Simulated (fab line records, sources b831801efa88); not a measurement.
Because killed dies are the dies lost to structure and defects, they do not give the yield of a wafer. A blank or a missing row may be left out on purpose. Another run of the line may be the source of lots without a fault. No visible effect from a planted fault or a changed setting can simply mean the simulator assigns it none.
Chamber matching | flow sky130 | pecvd-01 running SKY_PASSIVATION_CVD_00: 3 sister chambers
The step deposits SiO2, target thk 90 nm. 16 wafers are shown with their chamber, then 8 later ones without.

WAFERS WITH THEIR CHAMBER
wafer  | chamber | heaterPowerW (W)
L080.3 | 2       | 667
L080.4 | 2       | 688
L080.5 | 1       | 746
L084.1 | 2       | 619
L084.2 | 1       | 627
L084.5 | 0       | 550
L087.1 | 2       | 684
L087.3 | 1       | 744
L087.4 | 2       | 683
L090.1 | 1       | 739
L090.3 | 0       | 582
L090.4 | 2       | 573
L092.2 | 2       | 711
L092.3 | 1       | 652
L092.5 | 1       | 664
L091.1 | 0       | 516

SIGNATURES (averages over the wafers above)
reading      | chamber 0 | chamber 1 | chamber 2 | scatter within a chamber
heaterPowerW | 549.33    | 695.33    | 660.71    | 48.3
Rule: distance of a wafer from a chamber = root of the sum over the readings of ((wafer's reading minus chamber's mean) / reading's scatter) squared. If the next closest chamber is less than 2 further off than the closest, the wafer can't be placed; otherwise it belongs to the closest. The scatter: the root of (the sum of the squares of (reading less its chamber's mean) over the shown wafers, divided by (wafers less chambers)).

WAFERS WHOSE CHAMBER IS MISSING
wafer  | heaterPowerW (W)
L091.5 | 751
L091.6 | 525
L093.1 | 738
L093.2 | 532
L093.4 | 750
L095.3 | 749
L095.4 | 755
L095.5 | 571

WHICH CHAMBER EACH WENT THROUGH
wafer  | from the rows above     | in truth
L091.5 | can't be placed: 1 or 2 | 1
L091.6 | 0                       | 0
L093.1 | can't be placed: 1 or 2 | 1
L093.2 | 0                       | 0
L093.4 | can't be placed: 1 or 2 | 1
L095.3 | can't be placed: 1 or 2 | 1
L095.4 | can't be placed: 1 or 2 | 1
L095.5 | can't be placed: 0 or 2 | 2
2 of 8 placed correctly. Unplaceable from these rows: 6, with the true chamber sitting among the candidates in 6. Number placed wrongly: 0.
